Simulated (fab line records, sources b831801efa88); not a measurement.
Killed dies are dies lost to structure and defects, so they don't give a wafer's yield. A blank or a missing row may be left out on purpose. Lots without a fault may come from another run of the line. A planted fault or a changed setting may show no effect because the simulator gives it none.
Problem report in the 8D (eight disciplines) form, filled by code | flow sky130 | the parts of the form that need people (team, actions taken, sign-off) are left out

1. THE PROBLEM
oes_product_au at SKY_VIA1_ETCH_15 reads a mean of 0.928 a.u. on 4 wafers of 2 lots; wafers without a fault read 0.981 a.u. with a standard deviation of 0.0071. That is -7.5 standard deviations from the usual mean.
The step: etches SiO2 in C4F8/O2/Ar, stops on TiN, target depth 351 nm, time 54 s.
First seen on wafer L217.3, day 38 11:58, on rie_diel-01. The record holds 12 wafers of 4 lots with a number at this step. Rule for "out", or "out of limits": more than 4 standard deviations from the usual mean. The other wafers with a number count as sound.

2. WHAT IT IS AND WHAT IT IS NOT
question                    | is                             | is not
which readings at this step | oes_product_au                 | chamber_pressure_mTorr
which lots                  | L217, L219                     | L205, L215
which wafers of those lots  | L217.3, L217.6, L219.3, L219.6 | L217.1, L219.1
read on which tools         | rie_diel-01, rie_diel-02       | rie_diel-04
when                        | from day 38 11:58              | up to then (7 sound wafers); but 1 sound wafer of L219 came after

3. SUSPECTS, AND WHAT RULES EACH OUT
Counting: a tool at a process step up to the reading stays a suspect if it ran every lot that is out. Sound lots after the first of them don't rule it out here, since some wafers of a struck lot are sound.
- cmp-01 at SKY_VIA1_CMP_02 (polishes SiO2): kept. It ran every lot that is out, first L217 (day 37 09:07); its last sound lot up to then is L215 (day 36 17:13).
Left after counting: cmp-01 at SKY_VIA1_CMP_02.

4. THE CAUSE (what the simulator had put in)
Process parameter drift: cmp-01, from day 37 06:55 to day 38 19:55, at SKY_VIA1_CMP_02. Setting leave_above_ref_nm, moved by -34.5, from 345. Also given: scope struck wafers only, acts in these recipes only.
Counting left only this tool.

5. THE CHAIN OF EFFECTS, in route order
Each row: a reading whose mean over the struck wafers that have a number lies more than 3 standard deviations from the usual. Only readings for which the record gives a usual standard deviation are gone through. hours: the time from each lot's start at the first step in this table that gives one to its start at this step, as a median over the lots. sigmas: the change in usual standard deviations.
hours | step             | reading        | usual      | on struck wafers | change | sigmas
0     | SKY_VIA1_ETCH_15 | oes_product_au | 0.981 a.u. | 0.928            | -0.053 | -7.5
The process steps in it:
- SKY_VIA1_ETCH_15: etches SiO2 in C4F8/O2/Ar, stops on TiN, target depth 351 nm, time 54 s.

6. WHAT WOULD HAVE CAUGHT IT SOONER
In this record the first reading out of limits was taken at day 38 11:58, 29 hours after the fault began at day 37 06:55.
Of the tool readings at SKY_VIA1_CMP_02 for which the record gives a usual standard deviation, none was out on any struck wafer, so an alarm limit of 4 standard deviations on them would not have fired.
All the lots that are out (2) had begun SKY_VIA1_CMP_02 on cmp-01 by day 38 11:58. A hold on the tool at that time would have spared none of them.
